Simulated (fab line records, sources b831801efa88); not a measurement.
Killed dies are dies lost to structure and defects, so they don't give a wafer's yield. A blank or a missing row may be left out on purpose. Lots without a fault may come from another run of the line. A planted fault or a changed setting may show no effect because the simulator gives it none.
One fault seen from 2 desks | flow gf180mcu | each desk has only its own numbers; what lay behind them comes last

THE TOOL OWNER'S DESK: rie_metal-02
The tool's own readings at GF_TOP_METAL_METAL_ETCH_16 (etches the open film in Cl2/BCl3, stops on SiO2, target depth 1197 nm, time 199.5 s): means of the sampled wafers that have a number, for each lot that ran on this tool. A lot is out of limits, marked OUT, if its mean lies more than 4 standard deviations from the usual mean; the brackets give that distance.
Columns: A = chamber_pressure_mTorr at GF_TOP_METAL_METAL_ETCH_16, usual 8.000 mTorr; B = drypump_motor_current_A at GF_TOP_METAL_METAL_ETCH_16, usual 5.9 A; C = oes_product_au at GF_TOP_METAL_METAL_ETCH_16, usual 0.989 a.u.; D = throttle_valve_pct at GF_TOP_METAL_METAL_ETCH_16, usual 28.232 %
lot  | first seen here | A                       | B   | C     | D
L416 | day 28 19:14    | 8.002                   | 6.7 | 0.985 | 28.232
L418 | day 29 11:11    | 8.001                   | 5.7 | 0.986 | 28.234
L421 | day 30 08:08    | 9.064 (+99 or more) OUT | 6.2 | 0.994 | 28.225
L422 | day 30 13:56    | 9.597 (+99 or more) OUT | 6.7 | 1.001 | 28.229
This desk's finding: out of limits on L421, L422; first on L421, day 30 08:08 (chamber_pressure_mTorr at GF_TOP_METAL_METAL_ETCH_16). In limits: L416, L418.

THE METROLOGY DESK
What the gauges read, lot by lot, whatever tool the lot ran on: means of the sampled wafers that have a number. A lot is out of limits, marked OUT, if its mean lies more than 4 standard deviations from the usual mean; the brackets give that distance.
Columns: A = V5_W_RS at GF_V5_RS_MEAS_24, usual 0.328 ohm/sq; B = cd_nm at GF_TOP_METAL_CD_MEAS_14, usual 439.4 nm
lot  | first seen here | A     | B
L414 | day 27 00:46    | 0.328 | 443.7
L416 | day 27 23:47    | 0.332 | 437.7
L415 | day 28 00:00    | 0.331 | 438.4
L417 | day 28 07:23    | 0.324 | 438.9
L418 | day 28 15:12    | 0.330 | 441.8
L421 | day 29 12:28    | 0.327 | 439.0
L422 | day 29 18:31    | 0.329 | 436.3
L425 | day 30 16:08    | 0.326 | 437.4
L429 | day 31 16:01    | 0.325 | 437.3
L433 | day 32 22:05    | 0.329 | 437.6
L435 | day 33 02:13    | 0.329 | 441.8
L436 | day 33 05:25    | 0.331 | 442.4
L437 | day 33 13:23    | 0.332 | 439.7
This desk's finding: nothing out of limits on any of the 13 lots.

PUT TOGETHER
The tool owner's desk could have raised an alarm at day 30 08:08, on L421, L422.
The metrology desk saw nothing out of limits.
The metrology desk has L421, L422 on record, within its limits.
Of the lots named, all ran GF_TOP_METAL_METAL_ETCH_16 on rie_metal-02.

WHAT THE SIMULATOR HAD PUT IN
Process parameter drift: rie_metal-02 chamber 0, from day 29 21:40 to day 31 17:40, at GF_TOP_METAL_METAL_ETCH_16. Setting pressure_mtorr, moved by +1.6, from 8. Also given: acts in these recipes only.
Lots struck among those shown: L421, L422.
Hours from the fault's start to each desk's first reading out of limits: the tool owner's desk, 10.
